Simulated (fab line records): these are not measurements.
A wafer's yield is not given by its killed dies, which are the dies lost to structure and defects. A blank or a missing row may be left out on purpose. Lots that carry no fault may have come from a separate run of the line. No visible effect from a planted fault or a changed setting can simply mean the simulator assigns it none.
A sampling plan put to the test + flow sky130 + one fab line, 57 faults that these records tell of, each judged on the records of the lots that it struck; 2 more are left out, because the records don't allow judging them
The plan is the line's own looks: the steps of the route at which a gauge or an inspection reads the wafer and doesn't change it. A look is open to judgement when struck wafers have a number at it and the file gives its usual mean and standard deviation on fault-free wafers. Caught: the struck wafers' mean, at a look after the fault's first step, is 4 or more of those standard deviations (sigma) away from the usual mean. On the tool: the test repeated on the tool's own readings taken at the fault's steps. Caught also covers a different recipe on the struck wafers, or a record left blank for those wafers only.

## THE FAULTS, as the simulator had put them in
1. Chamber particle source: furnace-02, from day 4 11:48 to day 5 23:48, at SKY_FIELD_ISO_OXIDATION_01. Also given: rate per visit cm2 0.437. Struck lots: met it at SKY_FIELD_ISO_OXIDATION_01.
2. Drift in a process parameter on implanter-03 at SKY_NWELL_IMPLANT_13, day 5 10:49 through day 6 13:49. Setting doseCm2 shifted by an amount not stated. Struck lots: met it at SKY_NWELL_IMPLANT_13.
3. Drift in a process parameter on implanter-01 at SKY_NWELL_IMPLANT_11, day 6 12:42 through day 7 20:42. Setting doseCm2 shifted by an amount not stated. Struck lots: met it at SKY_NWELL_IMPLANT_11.
4. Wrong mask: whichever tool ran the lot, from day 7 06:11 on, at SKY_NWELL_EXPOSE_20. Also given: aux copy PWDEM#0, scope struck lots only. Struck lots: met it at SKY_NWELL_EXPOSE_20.
5. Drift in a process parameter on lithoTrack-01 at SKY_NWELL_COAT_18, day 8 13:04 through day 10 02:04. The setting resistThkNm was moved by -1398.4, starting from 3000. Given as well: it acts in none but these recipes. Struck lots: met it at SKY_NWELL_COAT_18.
6. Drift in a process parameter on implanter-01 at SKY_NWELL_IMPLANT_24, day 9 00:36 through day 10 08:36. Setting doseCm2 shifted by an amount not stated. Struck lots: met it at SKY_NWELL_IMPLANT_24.
7. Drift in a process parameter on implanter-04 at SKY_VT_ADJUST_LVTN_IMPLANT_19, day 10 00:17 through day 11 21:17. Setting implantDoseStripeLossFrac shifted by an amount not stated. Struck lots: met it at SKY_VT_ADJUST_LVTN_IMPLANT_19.
8. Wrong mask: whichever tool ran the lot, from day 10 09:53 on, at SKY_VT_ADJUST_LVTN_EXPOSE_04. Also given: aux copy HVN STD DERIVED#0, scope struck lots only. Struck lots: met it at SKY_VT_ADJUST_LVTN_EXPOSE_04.
9. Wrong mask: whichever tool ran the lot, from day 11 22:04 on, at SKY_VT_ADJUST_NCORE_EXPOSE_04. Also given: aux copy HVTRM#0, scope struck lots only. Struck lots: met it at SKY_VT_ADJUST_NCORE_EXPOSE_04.
10. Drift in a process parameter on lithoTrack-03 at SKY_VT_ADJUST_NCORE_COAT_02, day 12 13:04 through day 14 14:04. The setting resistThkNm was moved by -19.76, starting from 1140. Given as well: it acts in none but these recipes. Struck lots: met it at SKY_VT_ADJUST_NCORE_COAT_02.
11. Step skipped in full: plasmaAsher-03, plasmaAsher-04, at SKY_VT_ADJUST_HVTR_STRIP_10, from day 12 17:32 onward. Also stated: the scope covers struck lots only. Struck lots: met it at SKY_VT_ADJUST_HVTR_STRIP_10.
12. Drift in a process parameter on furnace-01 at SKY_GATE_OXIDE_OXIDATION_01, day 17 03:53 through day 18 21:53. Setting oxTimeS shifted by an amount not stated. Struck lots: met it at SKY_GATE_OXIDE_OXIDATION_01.
13. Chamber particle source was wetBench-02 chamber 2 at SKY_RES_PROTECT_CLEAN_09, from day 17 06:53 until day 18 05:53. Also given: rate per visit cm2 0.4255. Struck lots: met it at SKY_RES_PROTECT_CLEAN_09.
14. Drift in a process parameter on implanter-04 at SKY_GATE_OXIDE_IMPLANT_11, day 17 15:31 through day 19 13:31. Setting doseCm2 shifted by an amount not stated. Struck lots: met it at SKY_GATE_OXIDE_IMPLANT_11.
15. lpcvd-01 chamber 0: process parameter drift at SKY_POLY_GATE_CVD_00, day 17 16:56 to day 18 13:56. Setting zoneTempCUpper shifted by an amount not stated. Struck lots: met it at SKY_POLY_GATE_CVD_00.
16. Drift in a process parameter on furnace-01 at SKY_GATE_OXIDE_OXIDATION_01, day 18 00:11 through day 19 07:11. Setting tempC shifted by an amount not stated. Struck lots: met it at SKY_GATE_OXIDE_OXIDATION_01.
17. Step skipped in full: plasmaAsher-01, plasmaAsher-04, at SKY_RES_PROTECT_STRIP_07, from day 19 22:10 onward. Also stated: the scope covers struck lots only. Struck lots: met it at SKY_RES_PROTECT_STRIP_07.
18. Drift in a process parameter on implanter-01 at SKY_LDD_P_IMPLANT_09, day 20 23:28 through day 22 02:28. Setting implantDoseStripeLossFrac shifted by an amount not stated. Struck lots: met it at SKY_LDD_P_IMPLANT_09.
19. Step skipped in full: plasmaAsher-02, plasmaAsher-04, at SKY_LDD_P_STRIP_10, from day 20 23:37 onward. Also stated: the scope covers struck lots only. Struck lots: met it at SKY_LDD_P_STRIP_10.
20. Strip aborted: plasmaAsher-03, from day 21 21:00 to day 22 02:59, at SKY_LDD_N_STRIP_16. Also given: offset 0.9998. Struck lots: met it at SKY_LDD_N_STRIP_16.
21. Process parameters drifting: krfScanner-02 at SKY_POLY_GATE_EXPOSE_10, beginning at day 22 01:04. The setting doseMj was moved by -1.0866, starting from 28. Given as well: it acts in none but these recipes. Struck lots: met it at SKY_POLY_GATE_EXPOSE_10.
22. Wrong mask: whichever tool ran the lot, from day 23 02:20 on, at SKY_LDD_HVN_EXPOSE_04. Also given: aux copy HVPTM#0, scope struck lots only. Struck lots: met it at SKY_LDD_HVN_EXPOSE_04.
23. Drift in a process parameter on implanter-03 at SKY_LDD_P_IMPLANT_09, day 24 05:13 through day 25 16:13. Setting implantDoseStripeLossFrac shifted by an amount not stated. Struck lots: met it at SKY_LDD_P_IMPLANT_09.
24. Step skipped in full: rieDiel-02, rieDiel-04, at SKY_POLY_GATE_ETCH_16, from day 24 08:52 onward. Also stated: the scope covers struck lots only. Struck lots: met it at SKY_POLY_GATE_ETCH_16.
25. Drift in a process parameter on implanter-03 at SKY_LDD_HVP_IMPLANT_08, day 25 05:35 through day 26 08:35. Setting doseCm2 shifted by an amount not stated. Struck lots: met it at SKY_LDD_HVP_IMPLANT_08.
26. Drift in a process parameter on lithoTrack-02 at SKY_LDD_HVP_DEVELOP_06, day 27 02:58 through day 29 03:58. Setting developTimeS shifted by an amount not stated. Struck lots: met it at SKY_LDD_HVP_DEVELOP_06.
27. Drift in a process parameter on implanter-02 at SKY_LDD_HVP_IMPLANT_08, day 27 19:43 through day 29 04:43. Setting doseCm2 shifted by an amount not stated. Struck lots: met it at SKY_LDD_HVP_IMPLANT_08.
28. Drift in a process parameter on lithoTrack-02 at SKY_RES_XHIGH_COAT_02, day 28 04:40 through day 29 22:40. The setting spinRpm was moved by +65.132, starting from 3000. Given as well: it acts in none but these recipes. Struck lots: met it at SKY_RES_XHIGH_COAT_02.
29. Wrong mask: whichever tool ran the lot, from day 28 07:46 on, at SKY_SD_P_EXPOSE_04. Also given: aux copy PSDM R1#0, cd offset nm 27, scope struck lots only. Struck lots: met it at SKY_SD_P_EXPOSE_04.
30. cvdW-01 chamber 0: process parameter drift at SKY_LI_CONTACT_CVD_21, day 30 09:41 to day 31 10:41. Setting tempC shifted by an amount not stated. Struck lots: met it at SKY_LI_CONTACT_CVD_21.
31. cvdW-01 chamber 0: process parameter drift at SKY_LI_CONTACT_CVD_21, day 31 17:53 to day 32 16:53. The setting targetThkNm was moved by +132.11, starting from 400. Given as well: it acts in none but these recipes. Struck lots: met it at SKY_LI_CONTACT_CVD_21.
32. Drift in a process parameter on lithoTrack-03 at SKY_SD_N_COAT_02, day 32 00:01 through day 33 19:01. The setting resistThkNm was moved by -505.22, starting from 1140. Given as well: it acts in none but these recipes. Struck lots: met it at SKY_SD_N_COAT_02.
33. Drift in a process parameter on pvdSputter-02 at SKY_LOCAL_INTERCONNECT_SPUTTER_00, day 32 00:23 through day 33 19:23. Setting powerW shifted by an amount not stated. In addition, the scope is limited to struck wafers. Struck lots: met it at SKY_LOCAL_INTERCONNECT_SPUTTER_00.
34. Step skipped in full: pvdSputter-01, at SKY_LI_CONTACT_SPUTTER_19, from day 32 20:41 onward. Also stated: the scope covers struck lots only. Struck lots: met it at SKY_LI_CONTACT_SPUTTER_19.
35. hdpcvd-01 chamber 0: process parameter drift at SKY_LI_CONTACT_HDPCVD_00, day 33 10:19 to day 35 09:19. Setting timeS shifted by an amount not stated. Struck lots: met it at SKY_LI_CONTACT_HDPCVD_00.
36. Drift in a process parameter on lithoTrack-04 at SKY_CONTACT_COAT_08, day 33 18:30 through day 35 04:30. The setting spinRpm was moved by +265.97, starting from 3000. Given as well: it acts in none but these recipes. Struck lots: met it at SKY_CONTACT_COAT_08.
37. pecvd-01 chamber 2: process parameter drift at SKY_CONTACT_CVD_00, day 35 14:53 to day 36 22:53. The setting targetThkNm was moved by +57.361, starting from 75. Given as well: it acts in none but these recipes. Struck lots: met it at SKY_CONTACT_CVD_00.
38. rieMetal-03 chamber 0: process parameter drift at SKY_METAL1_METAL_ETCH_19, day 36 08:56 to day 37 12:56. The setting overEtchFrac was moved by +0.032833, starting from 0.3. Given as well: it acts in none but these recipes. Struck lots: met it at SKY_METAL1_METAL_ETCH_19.
39. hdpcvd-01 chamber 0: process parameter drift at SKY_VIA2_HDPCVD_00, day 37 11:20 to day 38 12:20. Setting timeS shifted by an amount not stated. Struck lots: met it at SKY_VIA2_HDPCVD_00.
40. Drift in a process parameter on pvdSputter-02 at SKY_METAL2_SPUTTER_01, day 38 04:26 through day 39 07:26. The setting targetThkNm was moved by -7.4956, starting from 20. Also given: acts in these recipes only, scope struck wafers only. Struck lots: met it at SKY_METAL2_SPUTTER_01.
41. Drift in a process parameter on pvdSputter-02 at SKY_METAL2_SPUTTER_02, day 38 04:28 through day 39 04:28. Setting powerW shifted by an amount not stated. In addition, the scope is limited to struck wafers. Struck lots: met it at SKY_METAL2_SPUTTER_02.
42. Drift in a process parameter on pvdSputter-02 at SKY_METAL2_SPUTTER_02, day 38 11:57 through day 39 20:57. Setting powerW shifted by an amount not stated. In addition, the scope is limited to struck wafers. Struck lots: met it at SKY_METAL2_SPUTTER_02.
43. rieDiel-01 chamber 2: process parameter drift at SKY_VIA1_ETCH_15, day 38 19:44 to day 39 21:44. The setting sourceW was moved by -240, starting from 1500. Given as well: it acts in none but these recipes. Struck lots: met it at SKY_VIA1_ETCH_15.
44. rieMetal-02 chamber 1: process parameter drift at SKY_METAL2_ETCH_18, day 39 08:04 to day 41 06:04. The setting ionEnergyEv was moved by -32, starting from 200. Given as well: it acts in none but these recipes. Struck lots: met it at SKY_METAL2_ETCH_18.
45. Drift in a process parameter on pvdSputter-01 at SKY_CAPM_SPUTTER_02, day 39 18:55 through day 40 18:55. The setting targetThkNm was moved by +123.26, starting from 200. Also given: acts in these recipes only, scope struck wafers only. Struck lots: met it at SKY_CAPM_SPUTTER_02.
46. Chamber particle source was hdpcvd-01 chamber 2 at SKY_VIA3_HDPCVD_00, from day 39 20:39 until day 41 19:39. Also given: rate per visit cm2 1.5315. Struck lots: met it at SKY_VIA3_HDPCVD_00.
47. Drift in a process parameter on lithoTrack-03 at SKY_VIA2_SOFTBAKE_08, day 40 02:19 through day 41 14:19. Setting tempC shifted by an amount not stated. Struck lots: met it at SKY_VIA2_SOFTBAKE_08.
48. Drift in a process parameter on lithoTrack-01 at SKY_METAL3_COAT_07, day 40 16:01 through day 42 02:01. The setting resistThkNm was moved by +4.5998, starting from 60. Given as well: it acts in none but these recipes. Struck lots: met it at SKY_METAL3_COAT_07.
49. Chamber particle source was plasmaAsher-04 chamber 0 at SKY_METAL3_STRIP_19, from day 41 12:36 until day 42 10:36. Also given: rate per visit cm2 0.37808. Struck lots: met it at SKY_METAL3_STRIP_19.
50. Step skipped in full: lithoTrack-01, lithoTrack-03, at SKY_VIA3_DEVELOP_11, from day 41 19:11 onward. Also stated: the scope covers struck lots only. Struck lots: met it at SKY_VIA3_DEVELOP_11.
51. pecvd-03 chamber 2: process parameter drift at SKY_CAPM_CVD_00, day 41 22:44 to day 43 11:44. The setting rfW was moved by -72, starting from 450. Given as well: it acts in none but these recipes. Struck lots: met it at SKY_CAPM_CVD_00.
52. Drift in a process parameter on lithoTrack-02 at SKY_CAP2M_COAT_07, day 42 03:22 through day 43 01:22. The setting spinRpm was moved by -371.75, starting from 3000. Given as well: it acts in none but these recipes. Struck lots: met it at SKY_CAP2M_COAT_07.
53. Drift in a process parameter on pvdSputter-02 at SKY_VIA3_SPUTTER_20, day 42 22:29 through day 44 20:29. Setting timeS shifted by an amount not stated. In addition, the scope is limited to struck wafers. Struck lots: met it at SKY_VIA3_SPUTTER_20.
54. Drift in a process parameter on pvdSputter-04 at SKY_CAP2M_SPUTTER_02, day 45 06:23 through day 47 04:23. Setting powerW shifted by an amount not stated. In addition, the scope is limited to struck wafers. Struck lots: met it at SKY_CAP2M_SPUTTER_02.
55. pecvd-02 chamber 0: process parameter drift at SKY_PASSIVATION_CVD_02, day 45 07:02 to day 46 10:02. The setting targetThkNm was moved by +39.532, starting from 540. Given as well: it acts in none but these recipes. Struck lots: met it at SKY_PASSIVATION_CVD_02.
56. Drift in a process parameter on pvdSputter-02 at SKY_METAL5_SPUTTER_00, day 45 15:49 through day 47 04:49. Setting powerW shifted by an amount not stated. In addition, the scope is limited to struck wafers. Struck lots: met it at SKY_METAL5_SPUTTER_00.
57. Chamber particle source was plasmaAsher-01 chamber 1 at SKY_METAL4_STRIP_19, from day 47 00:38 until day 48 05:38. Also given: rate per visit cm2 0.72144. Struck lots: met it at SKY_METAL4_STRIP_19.

## WHAT THE PLAN SAW
| fault | on the tool itself                               | first look that catches it                      | reading, sigma                                                        | median hours from its first step to that look | hours from the fault's start to the first struck lot there | judged looks passed uncaught |
|-------|--------------------------------------------------|-------------------------------------------------|-----------------------------------------------------------------------|-----------------------------------------------|------------------------------------------------------------|------------------------------|
| 1     | no reading that can be judged                    | not the one look that can be judged after it    | -                                                                     | -                                             | -                                                          | 1                            |
| 2     | doseIonsCm2 -99 or beyond sigma                  | SKY_NWELL_RS_MEAS_29                            | NWELL_RS +15                                                          | 19.3                                          | 22                                                         | 0                            |
| 3     | doseIonsCm2 -16 sigma                            | not the one look that can be judged after it    | strongest: NWELL_RS at SKY_NWELL_RS_MEAS_29, +3.0                     | -                                             | -                                                          | 1                            |
| 4     | under 2 sigma                                    | SKY_NWELL_TW_MEAS_26                            | NWELL_2_TW -99 or beyond                                              | 9.7                                           | 14                                                         | 0                            |
| 5     | no reading that can be judged                    | not the one look that can be judged after it    | -                                                                     | -                                             | -                                                          | 1                            |
| 6     | doseIonsCm2 -99 or beyond sigma                  | SKY_NWELL_TW_MEAS_26                            | NWELL_2_TW -43                                                        | 0.2                                           | 7                                                          | 0                            |
| 7     | no reading that can be judged                    | none of the 2 looks that can be judged after it | strongest: VT_ADJUST_LVTN_2_TW at SKY_VT_ADJUST_LVTN_TW_MEAS_21, -2.9 | -                                             | -                                                          | 2                            |
| 8     | no reading that can be judged                    | SKY_VT_ADJUST_LVTN_TW_MEAS_10                   | VT_ADJUST_LVTN_TW -99 or beyond                                       | 11.3                                          | 12                                                         | 0                            |
| 9     | no reading that can be judged                    | SKY_VT_ADJUST_NCORE_TW_MEAS_11                  | VT_ADJUST_NCORE_TW -99 or beyond                                      | 12.1                                          | 16                                                         | 0                            |
| 10    | under 2 sigma                                    | none of the 2 looks that can be judged after it | -                                                                     | -                                             | -                                                          | 2                            |
| 11    | the tool's record is blank for the struck wafers | SKY_VT_ADJUST_PCH_TW_MEAS_10                    | VT_ADJUST_PCH_TW -99 or beyond                                        | 26.5                                          | 32                                                         | 0                            |
| 12    | under 2 sigma                                    | SKY_GATE_OXIDE_THK_MEAS_02                      | GATE_OXIDE_OXIDATION_00_THK -24                                       | 1.4                                           | 4                                                          | 0                            |
| 13    | no reading that can be judged                    | not the one look that can be judged after it    | -                                                                     | -                                             | -                                                          | 1                            |
| 14    | doseIonsCm2 -99 or beyond sigma                  | SKY_GATE_OXIDE_TW_MEAS_14                       | GATE_OXIDE_TW -14                                                     | 0.3                                           | 17                                                         | 0                            |
| 15    | spikeTcUpperC -66 sigma                          | SKY_POLY_GATE_THK_MEAS_01                       | POLY_GATE_CVD_00_THK -5.0                                             | 1.2                                           | 19                                                         | 0                            |
| 16    | spikeTcCentreC -10 sigma                         | SKY_GATE_OXIDE_THK_MEAS_02                      | GATE_OXIDE_OXIDATION_00_THK -5.6                                      | 1.4                                           | 6                                                          | 0                            |
| 17    | the tool's record is blank for the struck wafers | no look after it can be judged                  | -                                                                     | -                                             | -                                                          | 0                            |
| 18    | no reading that can be judged                    | none of the 5 looks that can be judged after it | strongest: LDD_P_TW at SKY_LDD_P_TW_MEAS_11, -2.9                     | -                                             | -                                                          | 5                            |
| 19    | the tool's record is blank for the struck wafers | SKY_LDD_HVN_TW_MEAS_10                          | LDD_HVN_TW -99 or beyond                                              | 30.1                                          | 38                                                         | 0                            |
| 20    | oesProductAu +43 sigma                           | SKY_LDD_P_TW_MEAS_11                            | LDD_P_TW -99 or beyond                                                | 30.1                                          | 36                                                         | 0                            |
| 21    | exposureDoseMJCm2 -30 sigma                      | SKY_POLY_GATE_CD_MEAS_13                        | cdNm +4.1                                                             | 14.8                                          | 24                                                         | 0                            |
| 22    | no reading that can be judged                    | SKY_LDD_HVN_TW_MEAS_10                          | LDD_HVN_TW -99 or beyond                                              | 15.1                                          | 18                                                         | 0                            |
| 23    | under 2 sigma                                    | SKY_LDD_P_TW_MEAS_11                            | LDD_P_TW -24                                                          | 0.2                                           | 4                                                          | 0                            |
| 24    | the tool's record is blank for the struck wafers | no look after it can be judged                  | -                                                                     | -                                             | -                                                          | 0                            |
| 25    | doseIonsCm2 -99 or beyond sigma                  | SKY_LDD_HVP_TW_MEAS_10                          | LDD_HVP_TW -47                                                        | 0.2                                           | 4                                                          | 0                            |
| 26    | no reading that can be judged                    | SKY_LDD_HVP_TW_MEAS_10                          | LDD_HVP_TW -99 or beyond                                              | 0.4                                           | 6                                                          | 0                            |
| 27    | doseIonsCm2 +99 or beyond sigma                  | SKY_LDD_HVP_TW_MEAS_10                          | LDD_HVP_TW +99 or beyond                                              | 0.2                                           | 6                                                          | 0                            |
| 28    | spinSpeedRpm +34 sigma                           | not the one look that can be judged after it    | -                                                                     | -                                             | -                                                          | 1                            |
| 29    | no reading that can be judged                    | SKY_SD_P_CD_MEAS_07                             | cdNm +10                                                              | 14.0                                          | 17                                                         | 0                            |
| 30    | susceptorTempC +14 sigma                         | SKY_LI_CONTACT_RS_MEAS_22                       | LI_CONTACT_W_RS -4.6                                                  | 0.1                                           | 21                                                         | 0                            |
| 31    | under 2 sigma                                    | SKY_LI_CONTACT_RS_MEAS_22                       | LI_CONTACT_W_RS -17                                                   | 0.1                                           | 9                                                          | 0                            |
| 32    | no reading that can be judged                    | SKY_SD_N_CD_MEAS_07                             | cdNm +20                                                              | 13.8                                          | 16                                                         | 0                            |
| 33    | cathodeDcPowerW +99 or beyond sigma              | SKY_LOCAL_INTERCONNECT_RS_MEAS_01               | LOCAL_INTERCONNECT_TIN_RS -14                                         | 0.1                                           | 3                                                          | 0                            |
| 34    | the tool's record is blank for the struck wafers | no look after it can be judged                  | -                                                                     | -                                             | -                                                          | 0                            |
| 35    | runLengthS +22 sigma                             | SKY_LI_CONTACT_THK_MEAS_01                      | LI_CONTACT_HDPCVD_THK +8.4                                            | 0.1                                           | 22                                                         | 0                            |
| 36    | spinSpeedRpm +99 or beyond sigma                 | no look after it can be judged                  | -                                                                     | -                                             | -                                                          | 0                            |
| 37    | under 2 sigma                                    | SKY_CONTACT_THK_MEAS_01                         | CONTACT_CVD_00_THK +64                                                | 0.0                                           | 10                                                         | 0                            |
| 38    | under 2 sigma                                    | no look after it can be judged                  | -                                                                     | -                                             | -                                                          | 0                            |
| 39    | runLengthS +73 sigma                             | SKY_VIA2_THK_MEAS_01                            | VIA2_HDPCVD_THK +24                                                   | 0.1                                           | 6                                                          | 0                            |
| 40    | under 2 sigma                                    | no look after it can be judged                  | -                                                                     | -                                             | -                                                          | 0                            |
| 41    | cathodeDcPowerW -99 or beyond sigma              | SKY_METAL2_RS_MEAS_05                           | METAL2_ALCU_RS +37                                                    | 0.1                                           | 4                                                          | 0                            |
| 42    | cathodeDcPowerW +99 or beyond sigma              | SKY_METAL2_RS_MEAS_05                           | METAL2_ALCU_RS -4.2                                                   | 0.1                                           | 4                                                          | 0                            |
| 43    | rfFwdPowerW -41 sigma                            | no look after it can be judged                  | -                                                                     | -                                             | -                                                          | 0                            |
| 44    | under 2 sigma                                    | no look after it can be judged                  | -                                                                     | -                                             | -                                                          | 0                            |
| 45    | under 2 sigma                                    | SKY_CAPM_RS_MEAS_03                             | CAPM_TIN_RS -39                                                       | 0.1                                           | 11                                                         | 0                            |
| 46    | no reading that can be judged                    | none of the 6 looks that can be judged after it | -                                                                     | -                                             | -                                                          | 6                            |
| 47    | plateTempC -37 sigma                             | none of the 2 looks that can be judged after it | strongest: cdNm at SKY_VIA2_CD_MEAS_12, -2.1                          | -                                             | -                                                          | 2                            |
| 48    | no reading that can be judged                    | no look after it can be judged                  | -                                                                     | -                                             | -                                                          | 0                            |
| 49    | under 2 sigma                                    | not the one look that can be judged after it    | -                                                                     | -                                             | -                                                          | 1                            |
| 50    | no reading that can be judged                    | no look after it can be judged                  | -                                                                     | -                                             | -                                                          | 0                            |
| 51    | rfFwdPowerW -34 sigma                            | not the one look that can be judged after it    | strongest: CAPM_CVD_00_THK at SKY_CAPM_THK_MEAS_01, -2.8              | -                                             | -                                                          | 1                            |
| 52    | spinSpeedRpm -99 or beyond sigma                 | no look after it can be judged                  | -                                                                     | -                                             | -                                                          | 0                            |
| 53    | under 2 sigma                                    | no look after it can be judged                  | -                                                                     | -                                             | -                                                          | 0                            |
| 54    | cathodeDcPowerW -99 or beyond sigma              | SKY_CAP2M_RS_MEAS_03                            | CAP2M_TIN_RS +14                                                      | 0.1                                           | 1                                                          | 0                            |
| 55    | under 2 sigma                                    | SKY_PASSIVATION_THK_MEAS_03                     | PASSIVATION_CVD_02_THK +7.0                                           | 0.2                                           | 6                                                          | 0                            |
| 56    | cathodeDcPowerW +99 or beyond sigma              | no look after it can be judged                  | -                                                                     | -                                             | -                                                          | 0                            |
| 57    | under 2 sigma                                    | no look after it can be judged                  | -                                                                     | -                                             | -                                                          | 0                            |
Dash: fault not caught, or number not given in these records.

Caught at a look: 31 of 57. Caught on the tool: 29 of 57. By one or the other: 42 of 57.
Caught on the tool alone: faults 3, 17, 24, 28, 34, 36, 43, 47, 51, 52, 56.
Caught at a look alone: faults 4, 8, 9, 12, 22, 23, 26, 29, 31, 32, 37, 45, 55.
Caught by neither: faults 1, 5, 7, 10, 13, 18, 38, 40, 44, 46, 48, 49, 50, 53, 57.

## THINNER SAMPLING
If the look that catches a fault measured only every second or every third lot, by lot number, the first struck lot would be measured this late in the worst case:
| fault | struck lots at that look, in order of time | every lot | every second lot | every third lot |
|-------|--------------------------------------------|-----------|------------------|-----------------|
| 2     | L495, L498                                 | 22 h      | 42 h             | may miss all 2  |
| 4     | L421                                       | 14 h      | may miss it      | may miss it     |
| 6     | L215, L218                                 | 7 h       | 27 h             | may miss all 2  |
| 8     | L776                                       | 12 h      | may miss it      | may miss it     |
| 9     | L485                                       | 16 h      | may miss it      | may miss it     |
| 11    | L838, L839                                 | 32 h      | 41 h             | may miss all 2  |
| 12    | L488, L490, L489, L491                     | 4 h       | 17 h             | 17 h            |
| 14    | L839, L840                                 | 17 h      | 22 h             | may miss all 2  |
| 15    | L445                                       | 19 h      | may miss it      | may miss it     |
| 16    | L916, L918                                 | 6 h       | may miss all 2   | may miss all 2  |
| 19    | L271, L272, L273                           | 38 h      | 42 h             | 54 h            |
| 20    | L530                                       | 36 h      | may miss it      | may miss it     |
| 21    | L402, L404                                 | 24 h      | may miss all 2   | may miss all 2  |
| 22    | L223                                       | 18 h      | may miss it      | may miss it     |
| 23    | L215, L216, L218                           | 4 h       | 18 h             | may miss all 3  |
| 25    | L619, L621                                 | 4 h       | may miss all 2   | may miss all 2  |
| 26    | L219, L221                                 | 6 h       | may miss all 2   | may miss all 2  |
| 27    | L299, L301                                 | 6 h       | may miss all 2   | may miss all 2  |
| 29    | L468                                       | 17 h      | may miss it      | may miss it     |
| 30    | L472, L473                                 | 21 h      | 23 h             | may miss all 2  |
| 31    | L137, L139                                 | 9 h       | may miss all 2   | may miss all 2  |
| 32    | L511, L512                                 | 16 h      | 32 h             | may miss all 2  |
| 33    | L123, L125                                 | 3 h       | may miss all 2   | may miss all 2  |
| 35    | L116, L118                                 | 22 h      | may miss all 2   | may miss all 2  |
| 37    | L630, L631                                 | 10 h      | 15 h             | may miss all 2  |
| 39    | L970, L971                                 | 6 h       | 11 h             | may miss all 2  |
| 41    | L260                                       | 4 h       | may miss it      | may miss it     |
| 42    | L557, L560                                 | 4 h       | 24 h             | may miss all 2  |
| 45    | L700                                       | 11 h      | may miss it      | may miss it     |
| 54    | L135                                       | 1 h       | may miss it      | may miss it     |
| 55    | L449, L453                                 | 6 h       | may miss all 2   | may miss all 2  |
Hours are from the fault's start to the first struck lot that is measured. The test against the limit of 4 sigma pooled every struck wafer, which means one lot taken alone may stay below that limit. Other struck lots may not be in these records.

## THE LONGEST TIMED WAY FROM STEP TO LOOK
In fault 19, a median of 30.1 hours elapses between SKY_LDD_P_STRIP_10 and SKY_LDD_HVN_TW_MEAS_10. No look between them can be judged.
